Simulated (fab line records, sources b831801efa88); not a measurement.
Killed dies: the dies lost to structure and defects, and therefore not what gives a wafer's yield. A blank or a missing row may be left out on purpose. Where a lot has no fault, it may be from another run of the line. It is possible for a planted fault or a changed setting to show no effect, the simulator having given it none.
One fault seen from 2 desks ; flow gf180mcu ; what lay behind the numbers comes last; until then each desk has only its own

DESK OF THE TOOL OWNER: pecvd-03
The tool's own readings at GF_CONTACT_CVD_02 (deposits SiO2 from TEOS, target thk 860 nm, time 95.992 s): means of the sampled wafers that have a number, for each lot that ran on this tool. Marked OUT: a lot whose mean sits more than 4 standard deviations from the usual mean, which makes it out of limits; the brackets give that distance.
Columns: A = heater_power_w at GF_CONTACT_CVD_02, usual 730 W; B = susceptor_temp_C at GF_CONTACT_CVD_02, usual 400.02 C
lot;first seen here;A;B
L411;day 15 00:05;590;400.05
L423;day 19 15:01;649;400.00
L427;day 20 15:25;696;399.86
L428;day 21 04:38;744;399.87
L431;day 22 03:59;756;400.30
This desk's verdict: no lot among the 5 shows anything out of limits.

THE METROLOGY DESK
What the gauges read, lot by lot, whatever tool the lot ran on: means of the sampled wafers that have a number. Marked OUT: a lot whose mean sits more than 4 standard deviations from the usual mean, which makes it out of limits; the brackets give that distance.
Columns: A = VT_IMPLANT_03_OVL at GF_VT_IMPLANT_OVL_MEAS_40, usual -0.3 nm; B = CONTACT_CVD_02_THK at GF_CONTACT_THK_MEAS_03, usual 858 nm; C = M3_ALCU_RS at GF_M3_RS_MEAS_05, usual 0.0696 ohm/sq
lot;first seen here;A;B;C
L411;day 7 14:30;-1.5;857;0.0689
L412;day 7 19:07;-0.1;857;0.0689
L416;day 9 05:29;-0.0;852;0.0693
L417;day 9 06:23;-0.6;855;0.0699
L418;day 9 17:23;-0.8;856;0.0693
L419;day 9 17:34;0.9;884;0.0694
L421;day 10 13:49;0.4;852;0.0702
L423;day 10 19:38;0.4;861;0.0696
L427;day 11 20:35;1.1;974 (+10) OUT;0.0706
L428;day 12 05:17;0.5;973 (+10) OUT;0.0693
L431;day 13 01:51;-1.1;969 (+10) OUT;0.0697
L432;day 13 10:45;-0.2;855;0.0702
L433;day 13 18:51;-2.0;843;0.0696
Finding of this desk: L427, L428, L431 out of limits, first seen on L427 at day 20 15:29 (CONTACT_CVD_02_THK at GF_CONTACT_THK_MEAS_03). L411, L412, L416, L417, L418, L419, L421, L423, L432, L433 stayed within limits.

PUT TOGETHER
An alarm was possible from the metrology desk at day 20 15:29, on L427, L428, L431.
The desk of the tool owner found nothing out of limits.
The tool owner's desk has L427, L428, L431 on record, within its limits.
All the named lots went through GF_CONTACT_CVD_02 on pecvd-03.

WHAT THE SIMULATOR HAD INSERTED
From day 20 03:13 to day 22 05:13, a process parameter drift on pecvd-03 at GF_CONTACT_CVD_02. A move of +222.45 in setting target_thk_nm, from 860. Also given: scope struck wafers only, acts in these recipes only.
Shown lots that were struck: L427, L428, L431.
Hours from the fault's start to each desk's first reading out of limits: the metrology desk, 12.
